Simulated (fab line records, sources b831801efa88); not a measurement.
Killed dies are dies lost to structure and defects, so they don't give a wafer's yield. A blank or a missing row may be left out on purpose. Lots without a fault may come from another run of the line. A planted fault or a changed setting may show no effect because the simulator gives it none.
Which tool did it? | flow sky130 | 12 lots, 36 wafers sampled, at 3 steps of a route of 708

WHAT THE GAUGES READ, wafer by wafer
SKY_SD_P_OVL_MEAS_08.
lot  | measured     | on         | SD_P_OVL (nm)
L075 | day 26 03:45 | overlay-02 | -1.0 -1.8 0.4
L077 | day 26 18:44 | overlay-02 | 0.4 0.1 0.4
L079 | day 27 04:13 | overlay-01 | 2.7 2.8 -0.4
L081 | day 27 19:33 | overlay-01 | -0.2 2.4 1.7
L083 | day 28 14:18 | overlay-02 | -1.1 -2.0 -0.2
L085 | day 29 06:00 | overlay-01 | -0.5 0.1 0.4
L087 | day 30 04:57 | overlay-01 | -0.3 0.1 2.3
L091 | day 31 01:45 | overlay-02 | -3.1 -1.6 -1.5
L089 | day 31 03:26 | overlay-01 | 0.5 -0.1 1.5
L093 | day 32 09:57 | overlay-02 | -1.8 -3.0 -0.8
L095 | day 32 12:03 | overlay-01 | 0.4 0.9 0.9
L097 | day 32 21:32 | overlay-01 | -2.2 -1.9 -1.9

WHICH TOOL RAN EACH LOT (tool, then ch and the chambers of the sampled wafers, then the start)
lot  | SKY_LDD_P_STRIP_10                   | SKY_POLY_CUT_ETCH_10
L075 | plasma_asher-02 ch 0,1, day 19 18:52 | rie_diel-01 ch 1,3, day 24 21:37
L077 | plasma_asher-04 ch 0,1, day 20 10:01 | rie_diel-01 ch 0,1,3, day 25 14:19
L079 | plasma_asher-03 ch 0,1, day 20 19:29 | rie_diel-02 ch 0,1,2, day 26 00:04
L081 | plasma_asher-03 ch 1, day 21 13:19   | rie_diel-02 ch 0,1,2, day 26 15:46
L083 | plasma_asher-04 ch 0,1, day 22 11:05 | rie_diel-02 ch 0,1,2, day 27 10:19
L085 | plasma_asher-02 ch 0,1, day 23 01:58 | rie_diel-02 ch 1,3, day 28 02:07
L087 | plasma_asher-02 ch 0,1, day 24 05:34 | rie_diel-04 ch 1,3, day 29 02:25
L091 | plasma_asher-04 ch 0,1, day 25 01:16 | rie_diel-04 ch 0,2,3, day 29 21:53
L089 | plasma_asher-03 ch 0,1, day 25 03:14 | rie_diel-01 ch 1,2,3, day 29 23:01
L093 | plasma_asher-04 ch 0,1, day 26 14:16 | rie_diel-01 ch 0,2,3, day 31 06:10
L095 | plasma_asher-03 ch 0,1, day 26 15:34 | rie_diel-04 ch 0,1, day 31 08:40
L097 | plasma_asher-03 ch 0,1, day 27 00:48 | rie_diel-02 ch 0,1,2, day 31 17:50
- SKY_LDD_P_STRIP_10: strips in O2/N2.
- SKY_POLY_CUT_ETCH_10: etches BARC in N2/H2, stops on SiO2, time 45.9 s, target depth 60 nm.

THE ANSWER, worked out from the rows above alone
Rule: what is usual is taken from the lots themselves. Put in order of their means at a reading, lots are off if they are a third of the lots or fewer, leave a main group of 4 or more, and stand apart from it by a gap of 3 or more times the standard deviation of the main group's means; of several such gaps the widest counts. A main group whose means are all the same, to the digits that the tables above print for the reading, isn't used. A lot without any number at a reading at which 4 lots or more have one is off too. The other lots that the step has rows for count as sound.
No lot is off at any reading shown: from this, nothing can be told.

WHAT THE SIMULATOR HAD PUT IN
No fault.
